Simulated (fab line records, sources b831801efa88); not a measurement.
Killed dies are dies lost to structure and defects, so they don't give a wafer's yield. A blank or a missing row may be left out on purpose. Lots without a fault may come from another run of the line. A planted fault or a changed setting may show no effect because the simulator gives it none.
Which tool did it? | flow sky130 | 11 lots, 33 wafers sampled, at 5 steps of a route of 708

WHAT THE GAUGES READ, wafer by wafer
SKY_LDD_LDN_TW_MEAS_13. Usual: LDD_LDN_TW 1494, standard deviation 8.8.
lot  | measured     | on            | LDD_LDN_TW     | flag
L686 | day 22 15:55 | film_metro-03 | 1490 1490 1493 |
L685 | day 22 18:03 | film_metro-04 | 1498 1502 1501 |
L687 | day 23 16:23 | film_metro-04 | 1505 1496 1486 |
L688 | day 23 19:25 | film_metro-03 | 1491 1504 1495 |
L690 | day 24 18:43 | film_metro-04 | 1504 1501 1498 |
L691 | day 24 23:05 | film_metro-04 | 1499 1502 1500 |
L694 | day 26 05:04 | film_metro-02 | 1597 1592 1597 | OFF
L695 | day 26 11:45 | film_metro-04 | 1606 1604 1602 | OFF
L705 | day 30 00:04 | film_metro-04 | 1502 1494 1499 |
L706 | day 30 13:39 | film_metro-02 | 1485 1476 1481 |
L708 | day 30 23:10 | film_metro-02 | 1487 1487 1476 |

WHICH TOOL RAN EACH LOT (tool, then ch and the chambers of the sampled wafers, then the start)
lot  | SKY_SONOS_ONO_STRIP_17               | SKY_POLY_GATE_ETCH_16              | SKY_LDD_HVN_STRIP_09                 | SKY_LDD_LDN_IMPLANT_08
L686 | plasma_asher-01 ch 0,1, day 12 12:55 | rie_diel-04 ch 0,2, day 16 06:05   | plasma_asher-03 ch 0,1, day 20 02:08 | implanter-03 ch 0, day 22 15:13
L685 | plasma_asher-01 ch 1, day 12 17:53   | rie_diel-02 ch 1,2,3, day 16 06:54 | plasma_asher-03 ch 0,1, day 20 04:33 | implanter-04 ch 0, day 22 17:21
L687 | plasma_asher-02 ch 0,1, day 13 08:46 | rie_diel-04 ch 1,2, day 17 05:51   | plasma_asher-02 ch 0,1, day 21 03:31 | implanter-01 ch 0, day 23 15:42
L688 | plasma_asher-02 ch 1, day 13 09:50   | rie_diel-02 ch 0,1, day 17 07:50   | plasma_asher-03 ch 0,1, day 21 06:27 | implanter-03 ch 0, day 23 18:43
L690 | plasma_asher-03 ch 0,1, day 14 06:28 | rie_diel-02 ch 2,3, day 18 03:32   | plasma_asher-02 ch 0,1, day 22 04:54 | implanter-01 ch 0, day 24 18:02
L691 | plasma_asher-01 ch 0,1, day 14 11:01 | rie_diel-01 ch 0,2,3, day 18 08:20 | plasma_asher-03 ch 0, day 22 11:03   | implanter-04 ch 0, day 24 22:24
L694 | plasma_asher-03 ch 0,1, day 15 18:43 | rie_diel-04 ch 0,1,2, day 19 19:00 | plasma_asher-04 ch 0,1, day 23 16:57 | implanter-04 ch 0, day 26 03:45
L695 | plasma_asher-03 ch 0,1, day 16 00:22 | rie_diel-02 ch 0,3, day 20 01:35   | plasma_asher-04 ch 0,1, day 23 23:53 | implanter-04 ch 0, day 26 10:24
L705 | plasma_asher-02 ch 0,1, day 19 18:46 | rie_diel-02 ch 0,1,3, day 23 22:21 | plasma_asher-03 ch 0,1, day 27 16:23 | implanter-03 ch 0, day 29 23:22
L706 | plasma_asher-02 ch 0,1, day 20 13:19 | rie_diel-01 ch 0,1,2, day 24 12:38 | plasma_asher-04 ch 0,1, day 28 05:22 | implanter-01 ch 0, day 30 12:57
L708 | plasma_asher-03 ch 0,1, day 21 00:26 | rie_diel-04 ch 2,3, day 25 00:47   | plasma_asher-03 ch 1, day 28 16:23   | implanter-01 ch 0, day 30 22:29
- SKY_SONOS_ONO_STRIP_17: strips in O2/N2.
- SKY_POLY_GATE_ETCH_16: etches Si3N4 in CH3F/O2, stops on poly-Si, time 147.5 s, target depth 75 nm.
- SKY_LDD_HVN_STRIP_09: strips in O2/N2.
- SKY_LDD_LDN_IMPLANT_08

WHAT THE TOOLS THEMSELVES READ (means of the sampled wafers that have a number; where no wafer has one, the mark that the record gives instead)
SKY_SONOS_ONO_STRIP_17. Usual: drypump_motor_current_A 5.80 A, standard deviation 0.2; oes_product_au 0.710 a.u., standard deviation 0.0043; strip_time_to_endpoint_s 14.11 s, standard deviation 0.037.
lot  | tool            | drypump_motor_current_A (A) | oes_product_au (a.u.) | strip_time_to_endpoint_s (s) | flag
L686 | plasma_asher-01 | 5.64                        | 0.712                 | 14.07                        |
L685 | plasma_asher-01 | 5.75                        | 0.711                 | 14.09                        |
L687 | plasma_asher-02 | 5.75                        | 0.708                 | 14.11                        |
L688 | plasma_asher-02 | 5.87                        | 0.706                 | 14.08                        |
L690 | plasma_asher-03 | 5.85                        | 0.709                 | 14.08                        |
L691 | plasma_asher-01 | 5.65                        | 0.713                 | 14.13                        |
L694 | plasma_asher-03 | 6.05                        | 0.710                 | 14.14                        |
L695 | plasma_asher-03 | 6.04                        | 0.710                 | 14.17                        |
L705 | plasma_asher-02 | 5.80                        | 0.712                 | 14.13                        |
L706 | plasma_asher-02 | 5.82                        | 0.710                 | 14.18                        |
L708 | plasma_asher-03 | 6.03                        | 0.713                 | 14.05                        |

SKY_POLY_GATE_ETCH_16. Usual: drypump_motor_current_A 5.6 A, standard deviation 0.46; oes_product_au 0.639 a.u., standard deviation 0.005; throttle_valve_pct 10.537 %, standard deviation 0.0088.
lot  | tool        | drypump_motor_current_A (A) | oes_product_au (a.u.) | throttle_valve_pct (%) | flag
L686 | rie_diel-04 | 5.8                         | 0.636                 | 10.533                 |
L685 | rie_diel-02 | 5.8                         | 0.634                 | 10.539                 |
L687 | rie_diel-04 | 5.7                         | 0.644                 | 10.541                 |
L688 | rie_diel-02 | 5.4                         | 0.637                 | 10.537                 |
L690 | rie_diel-02 | 5.5                         | 0.637                 | 10.540                 |
L691 | rie_diel-01 | 5.8                         | 0.641                 | 10.532                 |
L694 | rie_diel-04 | 5.7                         | 0.633                 | 10.545                 |
L695 | rie_diel-02 | 4.9                         | 0.637                 | 10.526                 |
L705 | rie_diel-02 | 5.4                         | 0.635                 | 10.540                 |
L706 | rie_diel-01 | 5.5                         | 0.638                 | 10.537                 |
L708 | rie_diel-04 | 5.6                         | 0.639                 | 10.542                 |

SKY_LDD_HVN_STRIP_09. Usual: drypump_motor_current_A 5.88 A, standard deviation 0.21; oes_product_au 0.409 a.u., standard deviation 0.0044; strip_time_to_endpoint_s 4.135 s, standard deviation 0.016.
lot  | tool            | drypump_motor_current_A (A) | oes_product_au (a.u.) | strip_time_to_endpoint_s (s) | flag
L686 | plasma_asher-03 | 6.05                        | 0.413                 | 4.123                        |
L685 | plasma_asher-03 | 6.05                        | 0.409                 | 4.125                        |
L687 | plasma_asher-02 | 5.83                        | 0.411                 | 4.128                        |
L688 | plasma_asher-03 | 5.84                        | 0.408                 | 4.120                        |
L690 | plasma_asher-02 | 5.81                        | 0.406                 | 4.128                        |
L691 | plasma_asher-03 | 5.59                        | 0.409                 | 4.136                        |
L694 | plasma_asher-04 | 5.92                        | 0.407                 | 4.147                        |
L695 | plasma_asher-04 | 5.92                        | 0.409                 | 4.151                        |
L705 | plasma_asher-03 | 5.81                        | 0.409                 | 4.131                        |
L706 | plasma_asher-04 | 5.93                        | 0.409                 | 4.155                        |
L708 | plasma_asher-03 | 6.27                        | 0.414                 | 4.144                        |

SKY_LDD_LDN_IMPLANT_08. Usual: beam_on_s 10.01 s, standard deviation 0.22.
lot  | tool         | beam_on_s (s) | flag
L686 | implanter-03 | 9.98          |
L685 | implanter-04 | 10.14         |
L687 | implanter-01 | 9.80          |
L688 | implanter-03 | 10.02         |
L690 | implanter-01 | 10.08         |
L691 | implanter-04 | 10.14         |
L694 | implanter-04 | 10.10         |
L695 | implanter-04 | 10.00         |
L705 | implanter-03 | 10.00         |
L706 | implanter-01 | 10.11         |
L708 | implanter-01 | 10.06         |

THE ANSWER, worked out from the rows above alone
Rule: a lot is off if the mean of its wafers that have a number lies more than 3 standard deviations from the usual mean. A lot without any number at a reading at which 4 lots or more have one is off too. The other lots that the step has rows for count as sound. The gauges are gone through in route order, then the tools' own readings, and for those a lot's mean is taken as printed above. The first step at which some lot is off is used, and at that step the reading that is off furthest; a lot without a number counts as furthest.
Off: L694, L695, at SKY_LDD_LDN_TW_MEAS_13 (LDD_LDN_TW).
A tool fits if, at a process step before that reading, it ran every lot that is off, and no sound lot after the first of them. The gauges at SKY_LDD_LDN_TW_MEAS_13 are tried like those tools. One fits: implanter-04 at SKY_LDD_LDN_IMPLANT_08. Its last sound lot is L691 (day 24 22:24), its first lot that is off L694 (day 26 03:45): a fault that began between those two fits.

WHAT THE SIMULATOR HAD PUT IN
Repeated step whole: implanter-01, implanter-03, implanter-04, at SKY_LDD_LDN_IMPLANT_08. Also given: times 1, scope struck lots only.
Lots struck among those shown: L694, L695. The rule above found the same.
